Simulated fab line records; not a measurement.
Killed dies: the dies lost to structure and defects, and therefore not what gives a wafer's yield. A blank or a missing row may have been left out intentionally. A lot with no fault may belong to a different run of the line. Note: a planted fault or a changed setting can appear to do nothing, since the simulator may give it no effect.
Matching of chambers | flow sky130 | rie diel-01 running SKY_SONOS_ONO_ETCH_15: 4 sister chambers
The step etches the open film in CHF3/O2, target depth 19.52 nm, time 7.8 s. 8 wafers are shown with their chamber, then 8 later ones without.

WAFERS WITH THEIR CHAMBER
wafer  | chamber | drypump motor current A (A) | oes product au (a.u.)
L082.1 | 0       | 5.6                         | 0.998
L083.2 | 1       | 6.2                         | 0.984
L085.4 | 2       | 5.6                         | 1.011
L085.5 | 0       | 5.7                         | 0.995
L086.1 | 2       | 5.6                         | 0.990
L086.3 | 3       | 6.2                         | 0.994
L086.6 | 3       | 6.2                         | 0.995
L090.1 | 1       | 6.1                         | 0.976

WAFERS WITH NO CHAMBER GIVEN
wafer  | drypump motor current A (A) | oes product au (a.u.)
L090.3 | 6.2                         | 1.001
L090.6 | 5.5                         | 0.991
L095.1 | 5.7                         | 0.995
L095.2 | 5.6                         | 0.987
L095.4 | 6.2                         | 1.005
L097.1 | 5.6                         | 0.998
L097.4 | 6.2                         | 0.991
L097.6 | 6.2                         | 0.977

CHAMBER TAKEN BY EACH
wafer  | from the rows above     | in truth
L090.3 | can't be placed: 3 or 1 | 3
L090.6 | can't be placed: 2 or 0 | 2
L095.1 | can't be placed: 0 or 2 | 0
L095.2 | can't be placed: 0 or 2 | 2
L095.4 | can't be placed: 3 or 1 | 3
L097.1 | can't be placed: 2 or 0 | 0
L097.4 | can't be placed: 3 or 1 | 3
L097.6 | can't be placed: 1 or 3 | 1
0 of 8 placed correctly. From these rows, 8 cannot be placed; in 8 the true chamber is one of the candidates. Number placed wrongly: 0.
How it was worked out, from the rows above alone: a wafer's distance from a chamber is the root of the sum, over the readings, of the square of ((its reading less the chamber's mean) divided by the reading's scatter). The wafer belongs to the nearest chamber; if the next one is less than 2 further off, it can't be placed. Each chamber's mean is taken over the wafers shown for it. The scatter is the square root of a quotient: the sum, over the shown wafers, of each reading's squared deviation from its chamber's mean, divided by wafers minus chambers.
